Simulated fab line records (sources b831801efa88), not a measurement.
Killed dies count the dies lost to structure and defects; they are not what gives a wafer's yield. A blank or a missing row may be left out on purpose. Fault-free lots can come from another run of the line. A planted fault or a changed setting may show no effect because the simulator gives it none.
Comparing a struck lot with a sound one    flow sky130    23 out of 708 route steps
Sound: these wafers, L554.1, L554.2, L554.6. Wafers struck: L564.1, L564.4, L564.6. The cause is given at the end.
Each step with rows lists, per side, the tool, then ch with its chambers, then its first start. Under that, the readings that differ: sound wafers    struck wafers    difference of the means    sigmas: that difference in standard deviations of wafers without a fault.
alike: same words and numbers on both sides, and readings whose means sit less than 2 such deviations apart. not compared: any withheld reading, any reading some wafer has no value for, any bound like >300 that may hide the same value, and any number with overlapping values for which the record gives no deviation.
Wherever a step has rows on one side only, a row that says differs or no value, or a row with sigmas, the two part there. Numbers that don't overlap but have no deviation are shown without sigmas and don't part them. Lack of a reading on every wafer of one side parts them only where that side has two or more wafers.

first, 4 steps without rows for these wafers: SKY_LDD_LDN_IMPLANT_08; SKY_LDD_LDN_IMPLANT_09; SKY_LDD_LDN_IMPLANT_10; SKY_LDD_LDN_IMPLANT_11.
SKY_LDD_LDN_STRIP_12: strips in O2/N2.
  sound on plasmaAsher-01 ch 0,1, day 25 11:04; struck on plasmaAsher-01 ch 0,1, day 28 08:52
  alike: drypumpMotorCurrentA, oesProductAu, stripTimeToEndpointS
  not compared: rfHoursCounterH
SKY_LDD_LDN_TW_MEAS_13:
  sound on filmMetro-01 at day 25 11:10; struck on filmMetro-04 at day 28 08:58
  alike: LDD_LDN_TW
then, 2 steps without rows for these wafers: SKY_LDD_LDN_CLEAN_14 (cleans in SC1/SC2, time 150 s); SKY_SPACER_CVD_00 (deposits Si3N4 from DCS/NH3, target thk 43.1 nm, time 740 s).
SKY_SPACER_THK_MEAS_01:
  sound on filmMetro-02 at day 25 12:29; struck on filmMetro-03 at day 28 10:17
  alike: SPACER_CVD_00_THK
SKY_SPACER_ETCHBACK_02: etches Si3N4 in CH3F/O2, stops on SiO2, time 46.7 s, target depth 45 nm.
  sound on rieDiel-02 ch 0,2, day 25 12:32; struck on rieDiel-04 ch 0,3, day 28 10:20
  alike: drypumpMotorCurrentA, oesProductAu, throttleValvePct
  not compared: rfHoursCounterH
then, 2 steps without rows for these wafers: SKY_POLY_CUT_DEHYDRATE_00 (time 60 s); SKY_POLY_CUT_HMDS_01 (prime time 60 s).
SKY_POLY_CUT_COAT_02: resist thk 60 nm.
  sound on lithoTrack-03 ch 0, day 26 02:43; struck on lithoTrack-02 ch 0, day 29 00:26
reading             sound                 struck                difference  sigmas
spinSpeedRpm (rpm)  2998.5 2999.7 2995.0  2759.1 2758.6 2752.9  -240.9      -99 or more
  not compared: resistLineTempC
then, 5 steps without rows for these wafers: SKY_POLY_CUT_COAT_03 (resist thk 450 nm); SKY_POLY_CUT_SOFTBAKE_04 (time 90 s); SKY_POLY_CUT_EXPOSE_05 (exposes mask NPCM, target cd 270 nm); SKY_POLY_CUT_PEB_06; SKY_POLY_CUT_DEVELOP_07 (develop time 60 s).
SKY_POLY_CUT_CD_MEAS_08: the cd target is 270 nm.
  sound on cdSem-01 at day 26 17:49; struck on cdSem-02 at day 29 14:13
  alike: cdNm
SKY_POLY_CUT_OVL_MEAS_09:
  sound on overlay-01 at day 26 17:56; struck on overlay-01 at day 29 14:20
  alike: POLY_CUT_OVL
SKY_POLY_CUT_ETCH_10: etches BARC in N2/H2, stops on SiO2, time 45.9 s, target depth 60 nm.
  sound on rieDiel-04 ch 1,2,3, day 26 17:59; struck on rieDiel-01 ch 1,3, day 29 14:23
reading                  sound              struck             difference  sigmas
oesProductAu (a.u.)      0.860 0.850 0.854  0.882 0.872 0.880  +0.023      +5
model.etch.depthNm (nm)  60.2 60.16 60      62.51 62.46 62.48  +2.36       
  alike: drypumpMotorCurrentA, throttleValvePct
  not compared: rfHoursCounterH
SKY_POLY_CUT_ETCH_11: etches Si3N4 in CF4/CH2F2/Ar, stops on poly-Si, time 42.5 s, target depth 60 nm.
  sound on rieDiel-04 ch 1,2,3, day 26 18:01; struck on rieDiel-01 ch 1,3, day 29 14:25
  alike: drypumpMotorCurrentA, oesProductAu, throttleValvePct
  not compared: rfHoursCounterH
-- a jump in the record: the struck wafers' starts before and after are 20 days apart (it breaks off in module POLY_CUT and resumes in module PAD_OPEN, where the first step shown is number 708 of the route) --
SKY_PAD_OPEN_PROBE_99:
  sound on prober-01 at day 47 13:24; struck on prober-01 at day 49 10:58
  alike: killed_at_M0_to_M3, killed_at_M4_up, killedAtContacts, killedAtFrontEnd, killedAtOther, killedDies, killedOnRim, killedOpen, killedShort

== WHERE THEY PART ==
Earliest at SKY_POLY_CUT_COAT_02; latest, in this record, at SKY_POLY_CUT_ETCH_10. Later steps at which nothing parts them and some readings are alike: SKY_POLY_CUT_ETCH_11, SKY_PAD_OPEN_PROBE_99.

WHY: what had been put in by the simulator
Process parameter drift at SKY_POLY_CUT_COAT_02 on lithoTrack-02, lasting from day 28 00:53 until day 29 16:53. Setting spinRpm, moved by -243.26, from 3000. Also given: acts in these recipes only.
